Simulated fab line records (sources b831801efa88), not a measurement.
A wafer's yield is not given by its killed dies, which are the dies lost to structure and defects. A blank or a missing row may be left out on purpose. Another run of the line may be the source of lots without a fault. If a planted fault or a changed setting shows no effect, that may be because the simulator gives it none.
fab line records | flow sfqLine
record: lots: 7 | wafers: 21 | lastDay: 93
route steps=325 shown M2@98 I2@103 M3@118 I3@133 M8@325
lots that met no fault: taken from a fault-free run of the same line
startH: hours from the record's opening day to when the first of the lot's shown wafers began | waitH: hours elapsed since this lot's preceding step | " repeats the value in the row above | L1.1+2: a single row standing in for several wafers | - no value, or no start was given | * or withheld: withheld | < > ~ a bound
route shown NAME@n: names a module that has steps shown in the file, with the first one's number in the route | usual: the fault-free wafers' mean and standard deviation | same: alike in all rows | chamber/n: place in a boat | sites: readings site by site | _std_site: standard deviation across them | _edge_site: mean of outer sites minus mean of inner sites | radiusMm: for every site, how far away it sits from the centre of the wafer | mask NAME#n: copy n | behind: the tool/chamber that last shaped the wafer | hold: reason for holding the lot/hours on hold/outcome of the hold | device: whichever transistor did not switch (one of n, p or np) | end of line: tests of these same wafers at the route's end | for a step that has no rows: nothing shown but its recipe | killed: at the first sort, the dies lost to defects and structure; wafer yield is something else | map: shows each die of a wafer: x if killed, . if not, _ if none is there
set.NAME: the setting as run; set.NAME@STEP: as run at that earlier step | model.NAME: the simulator's own value behind a step, which no gauge read
lots at selected steps of the route; one table per step, one row per wafer
services: the hour from which a tool's chamber was out of use, counted from the record's first day as startH (under 0 if before that day), plus the number of hours and why
== steps ==
step: SFQ_M2_OVL_MEAS_916
usual: M2_OVL: 4/5.3
lot.wafer | tool       | chamber | startH | waitH | M2_OVL[nm]
L967.2    | overlay-01 | -       | 754.91 | 0.1   | 11
L967.3    | "          | -       | "      | "     | 13
L967.5    | "          | -       | "      | "     | 14
L969.2    | overlay-02 | -       | 758.51 | 0.1   | 11
L969.5    | "          | -       | "      | "     | 12
L969.6    | "          | -       | "      | "     | 16
L970.1    | overlay-01 | -       | 759.70 | 0.1   | 3
L970.2    | "          | -       | "      | "     | 2
L970.3    | "          | -       | "      | "     | 2
L971.1    | overlay-01 | -       | 762.10 | 0.1   | 6
L971.3    | "          | -       | "      | "     | 4
L971.5    | "          | -       | "      | "     | 9
L979.3    | overlay-01 | -       | 780.50 | 0.1   | 5
L979.4    | "          | -       | "      | "     | 0
L979.5    | "          | -       | "      | "     | -3
L980.3    | overlay-02 | -       | 781.70 | 0.1   | 6
L980.4    | "          | -       | "      | "     | 7
L980.5    | "          | -       | "      | "     | 3
L983.3    | overlay-01 | -       | 785.91 | 0.1   | 9
L983.4    | "          | -       | "      | "     | 3
L983.6    | "          | -       | "      | "     | -3
step: SFQ_TRILAYER_M2_BARC_OPEN_METAL_ETCH_077
recipe: maskMaterial: PR | chemistry: O2 | targetDepthNm: 125 | target: BARC | icpW: 600 | biasW: 80 | pressureMtorr: 10 | timeS: 41.7
step: SFQ_TRILAYER_M2_ETCH_METAL_ETCH_060
recipe: target: Nb | stopOn: SiO2 | maskMaterial: PR | chemistry: Cl2/Ar | targetDepthNm: 240 | icpW: 600 | biasW: 80 | pressureMtorr: 10 | timeS: 120
step: SFQ_TRILAYER_M2_STRIP_STRIP_061
recipe: gas: O2 | powerW: 200 | platenTempC: 40 | overashFraction: 0.65 | chemistry: O2 | pressureMtorr: 50
usual: drypumpMotorCurrentA: 5.7/0.42 | oesProductAu: 1.005/0.0087 | platenTempC: 40.01/0.11
lot.wafer | tool        | chamber | startH | waitH | drypumpMotorCurrentA | oesProductAu | platenTempC | rfHoursCounterH
L967.2    | rieMetal-04 | 1       | 755.12 | 0.1   | 6.1                  | 1.005        | 39.85       | 131
L967.3    | "           | 0       | "      | "     | 6.2                  | 1.002        | 39.79       | -
L967.5    | "           | 1       | "      | "     | 6.1                  | 1.005        | 39.73       | -
L969.2    | rieMetal-03 | 1       | 759.11 | 0.4   | 5.3                  | 1.009        | 39.95       | -
L969.5    | "           | 1       | "      | "     | 5.3                  | 1.009        | 39.81       | -
L969.6    | "           | 1       | "      | "     | 5.3                  | 1.002        | 39.86       | -
L970.1    | rieMetal-04 | 1       | 759.92 | 0.1   | 6.0                  | 0.991        | 40.19       | 132
L970.2    | "           | 0       | "      | "     | 6.2                  | 1.014        | 40.06       | 102
L970.3    | "           | 0       | "      | "     | 6.2                  | 1.016        | 40.17       | -
L971.1    | rieMetal-03 | 1       | 762.51 | 0.2   | 5.3                  | 1.009        | 39.94       | 61
L971.3    | "           | 1       | "      | "     | 5.3                  | 1.006        | 39.96       | -
L971.5    | "           | 1       | "      | "     | 5.3                  | 1.004        | 40.16       | -
L979.3    | rieMetal-03 | 1       | 780.91 | 0.2   | 5.3                  | 1.005        | 39.90       | -
L979.4    | "           | 0       | "      | "     | 5.4                  | 1.016        | 40.03       | -
L979.5    | "           | 1       | "      | "     | 5.3                  | 1.008        | 39.96       | -
L980.3    | rieMetal-02 | 0       | 782.11 | 0.2   | 5.4                  | 1.002        | 40.02       | -
L980.4    | "           | 1       | "      | "     | 6.3                  | 0.998        | 39.91       | -
L980.5    | "           | 1       | "      | "     | 6.3                  | 0.995        | 39.93       | -
L983.3    | rieMetal-03 | 0       | 786.32 | 0.2   | 5.4                  | 1.025        | 40.24       | -
L983.4    | "           | 1       | "      | "     | 5.3                  | 1.009        | 39.94       | -
L983.6    | "           | 0       | "      | "     | 5.4                  | 1.021        | 40.10       | -
step: SFQ_TRILAYER_M2_STRIP_SOLV_CLEAN_062
recipe: chemistry: NMP | tempC: 70 | timeS: 600
step: SFQ_TRILAYER_I2_DEP_PECVD_063
recipe: material: SiO2 | tempC: 150 | timeS: 111.11 | pressureTorr: 2.4 | rfW: 183.3 | precursor: SiH4/N2O | targetThkNm: 500
usual: chamberPressureTorr: 2.400/0.0049 | heaterPowerW: 77/16 | throttleValvePct: 24.9/1.4
lot.wafer | tool     | chamber | startH | waitH | chamberPressureTorr | heaterPowerW | throttleValvePct
L967.2    | pecvd-02 | 0       | 755.90 | 0.0   | 2.405               | 43           | 25.6
L967.3    | "        | 2       | "      | "     | 2.402               | 99           | 24.7
L967.5    | "        | 0       | "      | "     | 2.408               | 47           | 25.5
L969.2    | pecvd-01 | 2       | 760.28 | 0.0   | 2.406               | 86           | 24.1
L969.5    | "        | 0       | "      | "     | 2.412               | 62           | 23.7
L969.6    | "        | 2       | "      | "     | 2.402               | 89           | 24.3
L970.1    | pecvd-02 | 2       | 760.70 | 0.0   | 2.401               | 101          | 25.0
L970.2    | "        | 1       | "      | "     | 2.408               | 79           | 25.5
L970.3    | "        | 0       | "      | "     | 2.394               | 47           | 25.7
L971.1    | pecvd-03 | 0       | 763.88 | 0.0   | 2.394               | 95           | 24.5
L971.3    | "        | 1       | "      | "     | 2.398               | 85           | 27.4
L971.5    | "        | 1       | "      | "     | 2.401               | 87           | 27.0
L979.3    | pecvd-03 | 2       | 781.48 | 0.0   | 2.402               | 57           | 26.0
L979.4    | "        | 1       | "      | "     | 2.399               | 94           | 27.5
L979.5    | "        | 2       | "      | "     | 2.408               | 47           | 26.2
L980.3    | pecvd-02 | 1       | 782.68 | 0.0   | 2.394               | 85           | 25.1
L980.4    | "        | 0       | "      | "     | 2.404               | 51           | 25.5
L980.5    | "        | 1       | "      | "     | 2.392               | 69           | 25.2
L983.3    | pecvd-01 | 2       | 786.90 | 0.0   | 2.400               | 80           | 24.4
L983.4    | "        | 2       | "      | "     | 2.392               | 83           | 24.1
L983.6    | "        | 0       | "      | "     | 2.401               | 61           | 23.9
step: SFQ_TRILAYER_I2_CMP_CMP_064
recipe: material: SiO2 | downForcePsi: 3 | platenRpm: 60 | padVelocityMS: 0.94248
usual: headPressurePsi: 2.999/0.0064 | motorCurrentA: 10.0/0.99 | retainingRingPressureFrac: 1.000/0.0047 | timeToEndpointS: 218/9.4
lot.wafer | tool   | chamber | startH | waitH | headPressurePsi | motorCurrentA | retainingRingPressureFrac | timeToEndpointS
L967.2    | cmp-01 | 3       | 756.57 | 0.6   | 2.995           | 9.6           | 1.003                     | 230
L967.3    | "      | 0       | "      | "     | 3.005           | 10.5          | 1.002                     | 227
L967.5    | "      | 3       | 758.57 | 2.6   | 2.997           | 9.4           | 1.006                     | 238
L969.2    | cmp-01 | 2       | 761.86 | 1.5   | 3.001           | 9.5           | 1.000                     | 202
L969.5    | "      | 3       | "      | "     | 3.005           | 8.9           | 1.000                     | 217
L969.6    | "      | 0       | "      | "     | 3.005           | 11.2          | 1.006                     | 211
L970.1    | cmp-02 | 0       | 762.42 | 1.7   | 2.994           | 9.7           | 1.005                     | 226
L970.2    | "      | 1       | "      | "     | 2.989           | 8.7           | 0.999                     | 226
L970.3    | "      | 2       | "      | "     | 3.008           | 8.3           | 0.991                     | 234
L971.3    | cmp-01 | 3       | 764.50 | 0.5   | 3.002           | 9.0           | 0.996                     | 208
L971.1    | "      | 1       | 765.50 | 1.6   | 3.000           | 11.0          | 1.000                     | 216
L971.5    | "      | 3       | 766.50 | 2.5   | 3.011           | 8.9           | 1.001                     | 219
L979.4    | cmp-01 | 0       | 796.70 | 15.1  | 2.997           | 11.0          | 1.006                     | 219
L979.3    | "      | 1       | "      | "     | 2.997           | 11.4          | 1.004                     | 222
L979.5    | "      | 2       | "      | "     | 3.006           | 9.9           | 0.997                     | 207
L980.4    | cmp-02 | 1       | 796.70 | 13.9  | 3.019           | 8.0           | 1.010                     | 218
L980.3    | "      | 3       | 797.70 | 15.0  | 3.006           | 11.9          | 0.998                     | 213
L980.5    | "      | 1       | 798.70 | 15.9  | 3.012           | 9.2           | 1.001                     | 220
L983.4    | cmp-01 | 1       | 804.70 | 17.7  | 2.999           | 10.9          | 1.003                     | 217
L983.3    | "      | 2       | "      | "     | 2.993           | 10.3          | 1.000                     | 189
L983.6    | "      | 1       | 806.70 | 19.7  | 3.000           | 11.0          | 0.999                     | 214
step: SFQ_I2_BOW_MEAS_917
recipe: mode: bow
usual: I2_BOW: 3/9.5
lot.wafer | tool         | chamber | startH | waitH | I2_BOW[um]
L967.2    | filmMetro-04 | -       | 759.59 | 2.5   | -4
L967.3    | "            | -       | "      | "     | 2
L967.5    | "            | -       | "      | "     | 0
L969.2    | filmMetro-04 | -       | 763.38 | 1.0   | 4
L969.5    | "            | -       | "      | "     | 19
L969.6    | "            | -       | "      | "     | 14
L970.1    | filmMetro-03 | -       | 764.92 | 2.0   | 21
L970.2    | "            | -       | "      | "     | 4
L970.3    | "            | -       | "      | "     | 12
L971.1    | filmMetro-01 | -       | 767.00 | 1.0   | 13
L971.3    | "            | -       | "      | "     | 6
L971.5    | "            | -       | "      | "     | -4
L979.3    | filmMetro-04 | -       | 798.74 | 1.0   | 7
L979.4    | "            | -       | "      | "     | 15
L979.5    | "            | -       | "      | "     | 18
L980.3    | filmMetro-01 | -       | 799.24 | 1.0   | 12
L980.4    | "            | -       | "      | "     | -16
L980.5    | "            | -       | "      | "     | -11
L983.3    | filmMetro-01 | -       | 807.74 | 2.0   | -6
L983.4    | "            | -       | "      | "     | 7
L983.6    | "            | -       | "      | "     | 12
step: SFQ_TRILAYER_I2_METRO_MEASURE_065
step: SFQ_TRILAYER_I2_VIA_LITHO_COAT_072
recipe: resist: BARC | spinRpm: 3000 | resistThkNm: 62
step: SFQ_TRILAYER_I2_VIA_LITHO_COAT_067
recipe: resist: KrF | spinRpm: 3000 | resistThkNm: 650
step: SFQ_TRILAYER_I2_VIA_LITHO_SOFTBAKE_071
recipe: tempC: withheld | timeS: withheld | resist: KrF
step: SFQ_TRILAYER_I2_VIA_LITHO_EXPOSE_068
recipe: maskId: I2 | na: 0.6 | sourceShape: conventional | sigmaOuter: 0.65 | targetCdNm: 500 | doseMj: 21.3
lot.wafer  | tool          | chamber | startH | waitH | mask | model.I2.overlayXNm
L967.2+3+5 | krfScanner-02 | 0       | 888.10 | -     | I2#0 | 2.654
L969.2+5+6 | krfScanner-02 | 0       | 894.10 | -     | I2#0 | 147
L970.1+2+3 | krfScanner-02 | 0       | 895.10 | -     | I2#0 | 154.1
L971.1+3+5 | krfScanner-02 | 0       | 897.50 | -     | I2#0 | 151.3
L979.3+4+5 | krfScanner-01 | 0       | 916.29 | -     | I2#0 | 3.188
L980.3+4+5 | krfScanner-01 | 0       | 917.49 | -     | I2#0 | -0.9667
L983.3+4+6 | krfScanner-01 | 0       | 922.29 | -     | I2#0 | 8.848
step: SFQ_TRILAYER_I2_VIA_LITHO_PEB_070
recipe: pebTempC: 115 | pebTimeS: 60 | resist: KrF
step: SFQ_TRILAYER_I2_VIA_LITHO_DEVELOP_069
recipe: timeS: 60 | resist: KrF
step: SFQ_I2_OVL_MEAS_918
usual: I2_OVL: -3/6.1
lot.wafer | tool       | chamber | startH | waitH | I2_OVL[nm]
L967.2    | overlay-02 | -       | 889.40 | 0.1   | 0
L967.3    | "          | -       | "      | "     | -7
L967.5    | "          | -       | "      | "     | -6
L969.2    | overlay-01 | -       | 895.40 | 0.1   | 142
L969.5    | "          | -       | "      | "     | 141
L969.6    | "          | -       | "      | "     | 150
L970.1    | overlay-02 | -       | 896.60 | 0.1   | 154
L970.2    | "          | -       | "      | "     | 154
L970.3    | "          | -       | "      | "     | 148
L971.1    | overlay-02 | -       | 899.00 | 0.1   | 147
L971.3    | "          | -       | "      | "     | 150
L971.5    | "          | -       | "      | "     | 144
L979.3    | overlay-02 | -       | 917.40 | 0.1   | -7
L979.4    | "          | -       | "      | "     | -5
L979.5    | "          | -       | "      | "     | -8
L980.3    | overlay-02 | -       | 918.60 | 0.1   | -7
L980.4    | "          | -       | "      | "     | -4
L980.5    | "          | -       | "      | "     | -4
L983.3    | overlay-02 | -       | 923.40 | 0.1   | 2
L983.4    | "          | -       | "      | "     | 5
L983.6    | "          | -       | "      | "     | 9
step: SFQ_TRILAYER_I2_VIA_BARC_OPEN_VIA_ETCH_096
recipe: maskMaterial: PR | chemistry: O2 | targetDepthNm: 125 | target: BARC | sourceW: 500 | biasW: 80 | pressureMtorr: 30 | timeS: 41.7
usual: biasW: 79.97/0.26 | drypumpMotorCurrentA: 5.6/0.47 | oesProductAu: 0.685/0.0045
lot.wafer | tool       | chamber | startH | waitH | biasW | drypumpMotorCurrentA | oesProductAu | rfHoursCounterH
L967.2    | rieDiel-01 | 1       | 889.43 | 0.0   | 79.90 | 5.3                  | 0.689        | 0
L967.3    | "          | 3       | "      | "     | 79.89 | 5.7                  | 0.686        | 20
L967.5    | "          | 2       | "      | "     | 80.04 | 6.0                  | 0.689        | -
L969.2    | rieDiel-02 | 3       | 895.43 | 0.0   | 79.87 | 6.0                  | 0.681        | 12
L969.5    | "          | 2       | "      | "     | 80.11 | 5.1                  | 0.684        | -
L969.6    | "          | 1       | "      | "     | 80.08 | 5.9                  | 0.677        | -
L970.1    | rieDiel-01 | 0       | 896.63 | 0.0   | 79.72 | 5.4                  | 0.683        | 1
L970.2    | "          | 2       | "      | "     | 79.96 | 6.0                  | 0.680        | 29
L970.3    | "          | 1       | "      | "     | 79.63 | 5.3                  | 0.675        | 1
L971.1    | rieDiel-04 | 0       | 899.03 | 0.0   | 79.75 | 6.5                  | 0.677        | 8
L971.3    | "          | 2       | "      | "     | 79.81 | 4.7                  | 0.680        | 8
L971.5    | "          | 2       | "      | "     | 79.75 | 4.7                  | 0.689        | -
L979.3    | rieDiel-04 | 3       | 917.42 | 0.0   | 80.09 | 4.9                  | 0.687        | 12
L979.4    | "          | 1       | "      | "     | 80.58 | 5.6                  | 0.682        | -
L979.5    | "          | 3       | "      | "     | 79.78 | 4.9                  | 0.688        | -
L980.3    | rieDiel-02 | 1       | 918.62 | 0.0   | 79.67 | 5.9                  | 0.683        | 9
L980.4    | "          | 2       | "      | "     | 79.91 | 5.1                  | 0.686        | 4
L980.5    | "          | 2       | "      | "     | 79.66 | 5.1                  | 0.676        | -
L983.3    | rieDiel-02 | 2       | 923.42 | 0.0   | 80.07 | 5.1                  | 0.688        | 4
L983.4    | "          | 3       | "      | "     | 79.90 | 6.0                  | 0.687        | 13
L983.6    | "          | 1       | "      | "     | 80.04 | 5.9                  | 0.687        | -
step: SFQ_TRILAYER_I2_VIA_ETCH_VIA_ETCH_070
recipe: target: SiO2 | stopOn: Nb | maskMaterial: PR | taperDeg: 20 | chemistry: CHF3 | targetDepthNm: 260 | sourceW: 500 | biasW: 80 | pressureMtorr: 30 | timeS: withheld
step: SFQ_TRILAYER_I2_VIA_STRIP_STRIP_071
recipe: gas: O2 | powerW: 200 | platenTempC: 40 | overashFraction: 0.65 | chemistry: O2 | pressureMtorr: 50
step: SFQ_TRILAYER_I2_VIA_STRIP_SOLV_CLEAN_072
recipe: chemistry: NMP | tempC: 70 | timeS: 600
step: SFQ_TRILAYER_M3_DEP_PRE_CLEAN_074
recipe: gas: Ar | timeS: 22.5 | biasV: 250
step: SFQ_TRILAYER_M3_DEP_SPUTTER_073
recipe: material: Nb | basePressurePa: 1.33e-06 | chamberPressurePa: 0.1333 | substrateTempC: 20 | resputterCathodeVoltageV: 400 | targetThkNm: 200 | powerW: 2000 | timeS: 133.3
step: SFQ_M3_RS_MEAS_919
recipe: thkMeasGauge: four-point-probe | reads: Nb_of_TRILAYER_M3_DEP_SPUTTER_073
usual: M3_NB_RS: 0.893/0.0093
lot.wafer | tool         | chamber | startH | waitH | M3_NB_RS[ohm/sq]
L967.2    | filmMetro-02 | -       | 891.10 | 0.1   | 0.913
L967.3    | "            | -       | "      | "     | 0.900
L967.5    | "            | -       | "      | "     | 0.898
L969.2    | filmMetro-01 | -       | 896.50 | 0.1   | 0.889
L969.5    | "            | -       | "      | "     | 0.882
L969.6    | "            | -       | "      | "     | 0.895
L970.1    | filmMetro-03 | -       | 897.68 | 0.0   | 0.895
L970.2    | "            | -       | "      | "     | 0.893
L970.3    | "            | -       | "      | "     | 0.889
L971.1    | filmMetro-02 | -       | 900.20 | 0.1   | 0.896
L971.3    | "            | -       | "      | "     | 0.900
L971.5    | "            | -       | "      | "     | 0.889
L979.3    | filmMetro-02 | -       | 918.51 | 0.1   | 0.898
L979.4    | "            | -       | "      | "     | 0.890
L979.5    | "            | -       | "      | "     | 0.896
L980.3    | filmMetro-03 | -       | 919.71 | 0.1   | 0.870
L980.4    | "            | -       | "      | "     | 0.878
L980.5    | "            | -       | "      | "     | 0.875
L983.3    | filmMetro-01 | -       | 924.51 | 0.1   | 0.886
L983.4    | "            | -       | "      | "     | 0.891
L983.6    | "            | -       | "      | "     | 0.891
step: SFQ_TRILAYER_M3_LITHO_COAT_080
recipe: resist: BARC | spinRpm: 3000 | resistThkNm: 62
step: SFQ_TRILAYER_M3_LITHO_COAT_075
recipe: resist: KrF | spinRpm: 3000 | resistThkNm: 600
step: SFQ_TRILAYER_M3_LITHO_SOFTBAKE_079
recipe: tempC: withheld | timeS: withheld | resist: KrF
step: SFQ_TRILAYER_M3_LITHO_EXPOSE_076
recipe: maskId: M3 | na: 0.6 | sourceShape: conventional | sigmaOuter: 0.65 | targetCdNm: 500 | doseMj: 14.4
step: SFQ_TRILAYER_M3_LITHO_PEB_078
recipe: pebTempC: 115 | pebTimeS: 60 | resist: KrF
step: SFQ_TRILAYER_M3_LITHO_DEVELOP_077
recipe: timeS: 60 | resist: KrF
step: SFQ_M3_OVL_MEAS_921
usual: M3_OVL: 1/6.4
lot.wafer | tool       | chamber | startH  | waitH | M3_OVL[nm]
L967.2    | overlay-02 | -       | 995.49  | 0.1   | 9
L967.3    | "          | -       | "       | "     | 8
L967.5    | "          | -       | "       | "     | 9
L969.2    | overlay-02 | -       | 1000.29 | 0.1   | 5
L969.5    | "          | -       | "       | "     | 5
L969.6    | "          | -       | "       | "     | 8
L970.1    | overlay-02 | -       | 1001.51 | 0.1   | 0
L970.2    | "          | -       | "       | "     | -3
L970.3    | "          | -       | "       | "     | 0
L971.1    | overlay-02 | -       | 1005.46 | 0.1   | 2
L971.3    | "          | -       | "       | "     | 8
L971.5    | "          | -       | "       | "     | -2
L979.3    | overlay-02 | -       | 1020.80 | 0.1   | 5
L979.4    | "          | -       | "       | "     | 1
L979.5    | "          | -       | "       | "     | 4
L980.3    | overlay-02 | -       | 1022.00 | 0.1   | -15
L980.4    | "          | -       | "       | "     | -14
L980.5    | "          | -       | "       | "     | -14
L983.3    | overlay-02 | -       | 1027.01 | 0.1   | 11
L983.4    | "          | -       | "       | "     | 4
L983.6    | "          | -       | "       | "     | 2
step: SFQ_TRILAYER_M3_BARC_OPEN_METAL_ETCH_100
recipe: maskMaterial: PR | chemistry: O2 | targetDepthNm: 125 | target: BARC | icpW: 600 | biasW: 80 | pressureMtorr: 10 | timeS: 41.7
step: SFQ_TRILAYER_M3_ETCH_METAL_ETCH_078
recipe: target: Nb | stopOn: SiO2 | maskMaterial: PR | chemistry: Cl2/Ar | targetDepthNm: 240 | icpW: 600 | biasW: 80 | pressureMtorr: 10 | timeS: 120
step: SFQ_TRILAYER_M3_STRIP_STRIP_079
recipe: gas: O2 | powerW: 200 | platenTempC: 40 | overashFraction: 0.65 | chemistry: O2 | pressureMtorr: 50
step: SFQ_TRILAYER_M3_STRIP_SOLV_CLEAN_080
recipe: chemistry: NMP | tempC: 70 | timeS: 600
step: SFQ_TRILAYER_I3_DEP_PECVD_081
recipe: material: SiO2 | tempC: 150 | timeS: 111.11 | pressureTorr: 2.4 | rfW: 183.3 | precursor: SiH4/N2O | targetThkNm: 500
step: SFQ_TRILAYER_I3_CMP_CMP_082
recipe: material: SiO2 | downForcePsi: 3 | platenRpm: 60 | padVelocityMS: 0.94248
usual: headPressurePsi: 2.999/0.0068 | motorCurrentA: 10.1/1 | retainingRingPressureFrac: 1.000/0.0051 | timeToEndpointS: 213/8.5
lot.wafer | tool   | chamber | startH  | waitH | headPressurePsi | motorCurrentA | retainingRingPressureFrac | timeToEndpointS
L967.2    | cmp-02 | 3       | 1055.93 | 59.4  | 2.999           | 11.7          | 0.992                     | 221
L967.3    | "      | 0       | "       | "     | 3.001           | 10.1          | 1.002                     | 218
L967.5    | "      | 2       | 1057.43 | 60.9  | 2.985           | 8.9           | 1.009                     | 224
L969.2    | cmp-02 | 2       | 1059.43 | 58.1  | 3.004           | 8.5           | 1.000                     | 220
L969.5    | "      | 0       | 1060.43 | 59.1  | 2.994           | 10.2          | 1.005                     | 231
L969.6    | "      | 1       | "       | "     | 3.007           | 8.6           | 0.997                     | 211
L970.2    | cmp-01 | 2       | 1060.13 | 57.6  | 2.994           | 9.8           | 0.986                     | 198
L970.1    | "      | 3       | "       | "     | 2.995           | 9.6           | 1.001                     | 211
L970.3    | "      | 0       | "       | "     | 3.002           | 11.0          | 1.000                     | 216
L971.1    | cmp-02 | 0       | 1061.43 | 54.9  | 3.005           | 9.9           | 1.006                     | 220
L971.3    | "      | 3       | 1062.93 | 56.4  | 2.999           | 11.6          | 0.993                     | 212
L971.5    | "      | 1       | 1063.93 | 57.4  | 3.005           | 8.7           | 0.997                     | 214
L980.4    | cmp-01 | 2       | 1078.63 | 55.6  | 3.000           | 9.6           | 1.001                     | 205
L980.3    | "      | 0       | 1079.63 | 56.6  | 3.001           | 10.5          | 1.009                     | 209
L980.5    | "      | 1       | "       | "     | 2.986           | 11.0          | 0.995                     | 219
L979.4    | cmp-02 | 3       | 1079.07 | 57.2  | 3.007           | 12.0          | 0.997                     | 221
L979.3    | "      | 0       | "       | "     | 3.008           | 10.5          | 0.998                     | 223
L979.5    | "      | 2       | 1080.57 | 58.7  | 2.997           | 9.2           | 1.001                     | 222
L983.3    | cmp-02 | 3       | 1084.07 | 56.0  | 2.987           | 11.9          | 1.000                     | 206
L983.4    | "      | 0       | "       | "     | 3.007           | 9.5           | 1.002                     | 225
L983.6    | "      | 0       | 1086.57 | 58.5  | 2.999           | 10.6          | 1.003                     | 218
step: SFQ_I3_BOW_MEAS_922
recipe: mode: bow
usual: I3_BOW: 4/9.9
lot.wafer | tool         | chamber | startH  | waitH | I3_BOW[um]
L967.2    | filmMetro-02 | -       | 1058.45 | 2.0   | 3
L967.3    | "            | -       | "       | "     | 11
L967.5    | "            | -       | "       | "     | 6
L969.2    | filmMetro-02 | -       | 1061.45 | 1.5   | 8
L969.5    | "            | -       | "       | "     | 23
L969.6    | "            | -       | "       | "     | 19
L970.1    | filmMetro-01 | -       | 1063.13 | 2.0   | 27
L970.2    | "            | -       | "       | "     | 10
L970.3    | "            | -       | "       | "     | 18
L971.1    | filmMetro-04 | -       | 1064.43 | 2.5   | 14
L971.3    | "            | -       | "       | "     | 9
L971.5    | "            | -       | "       | "     | -2
L979.3    | filmMetro-01 | -       | 1081.11 | 1.0   | 13
L979.4    | "            | -       | "       | "     | 21
L979.5    | "            | -       | "       | "     | 24
L980.3    | filmMetro-02 | -       | 1081.17 | 1.0   | 10
L980.4    | "            | -       | "       | "     | -16
L980.5    | "            | -       | "       | "     | -12
L983.3    | filmMetro-02 | -       | 1087.11 | 2.5   | -6
L983.4    | "            | -       | "       | "     | 6
L983.6    | "            | -       | "       | "     | 12
step: SFQ_TRILAYER_I3_METRO_MEASURE_083
step: SFQ_TRILAYER_I3_VIA_LITHO_COAT_090
recipe: resist: BARC | spinRpm: 3000 | resistThkNm: 62
step: SFQ_TRILAYER_I3_VIA_LITHO_COAT_085
recipe: resist: KrF | spinRpm: 3000 | resistThkNm: 650
step: SFQ_TRILAYER_I3_VIA_LITHO_SOFTBAKE_089
recipe: tempC: withheld | timeS: withheld | resist: KrF
step: SFQ_M8_BOW_MEAS_951
recipe: mode: bow
usual: M8_BOW: 8/12
lot.wafer | tool         | chamber | startH  | waitH | M8_BOW[um] | model.etest.i2.linkOhm
L967.2    | filmMetro-03 | -       | 2019.17 | 0.0   | 4          | 1.996
L967.3    | "            | -       | "       | "     | 9          | 1.981
L967.5    | "            | -       | "       | "     | 5          | 1.971
L969.2    | filmMetro-01 | -       | 2090.06 | 0.0   | 21         | 2.029
L969.5    | "            | -       | "       | "     | 38         | 2.018
L969.6    | "            | -       | "       | "     | 32         | 2.04
L970.1    | filmMetro-03 | -       | 2092.46 | 0.0   | 33         | 2.044
L970.2    | "            | -       | "       | "     | 16         | 2.036
L970.3    | "            | -       | "       | "     | 23         | 2.046
L971.1    | filmMetro-03 | -       | 2097.24 | 0.0   | 25         | 2.066
L971.3    | "            | -       | "       | "     | 20         | 2.069
L971.5    | "            | -       | "       | "     | 10         | 2.045
L979.3    | filmMetro-03 | -       | 2143.01 | 0.0   | 8          | 1.973
L979.4    | "            | -       | "       | "     | 17         | 1.954
L979.5    | "            | -       | "       | "     | 21         | 1.957
L980.3    | filmMetro-01 | -       | 2147.81 | 0.0   | 12         | 1.939
L980.4    | "            | -       | "       | "     | -15        | 1.95
L980.5    | "            | -       | "       | "     | -10        | 1.944
L983.3    | filmMetro-01 | -       | 2235.06 | 0.0   | 9          | 1.96
L983.4    | "            | -       | "       | "     | 23         | 1.955
L983.6    | "            | -       | "       | "     | 29         | 1.966
== services ==
tool          | chamber | startH  | hours | kind
cmp-02        | -       | 748.01  | 4.0   | pm
krfScanner-02 | -       | 766.60  | 1.0   | pm
cmp-02        | -       | 788.50  | 4.7   | pm
cmp-02        | -       | 793.52  | 2.0   | repair
rieMetal-03   | 0       | 819.71  | 21.8  | repair
cmp-01        | -       | 823.33  | 1.0   | repair
krfScanner-02 | -       | 836.59  | 1.3   | pm
cmp-01        | -       | 842.61  | 0.6   | repair
cmp-02        | -       | 846.71  | 2.4   | repair
krfScanner-02 | -       | 847.10  | 0.8   | pm
krfScanner-02 | -       | 864.77  | 3.6   | pm
cmp-01        | -       | 867.06  | 1.4   | repair
rieMetal-03   | 0       | 867.72  | 4.5   | repair
krfScanner-02 | -       | 869.20  | 2.1   | repair
cmp-01        | -       | 882.94  | 3.7   | repair
cmp-02        | -       | 890.32  | 3.9   | repair
cmp-02        | -       | 909.70  | 22.7  | repair
cmp-01        | -       | 928.63  | 4.0   | pm
cmp-01        | -       | 938.40  | 0.4   | repair
cmp-01        | -       | 947.41  | 1.9   | repair
cmp-01        | -       | 961.64  | 2.2   | repair
cmp-01        | -       | 979.33  | 5.3   | pm
cmp-01        | -       | 1002.04 | 1.1   | repair
cmp-02        | -       | 1064.43 | 7.6   | pm
== key ==
firstSign: step: SFQ_I2_OVL_MEAS_918 | reading: I2_OVL | direction: up | sigmas: 25 | usual: -3 | struck: 148
effect none on later readings
modelEffect: step: SFQ_TRILAYER_I2_VIA_LITHO_EXPOSE_068 | value: I2.overlayXNm | without: -0.212 | struck: 150.8
modelEffect: step: SFQ_M8_BOW_MEAS_951 | value: etest.i2.linkOhm | without: 1.968 | struck: 2.044
metAt SFQ_TRILAYER_I2_VIA_LITHO_EXPOSE_068
struckWafers L969.2,L969.5,L969.6,L970.1,L970.2,L970.3,L971.1,L971.3,L971.5
onsetBetween 888.10 894.10
fault: kind: scannerMatchingOverlay | tool: krfScanner-02 | chamber: - | onsetH: 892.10 | steps: SFQ_TRILAYER_I2_VIA_LITHO_EXPOSE_068 | offset: 151.02
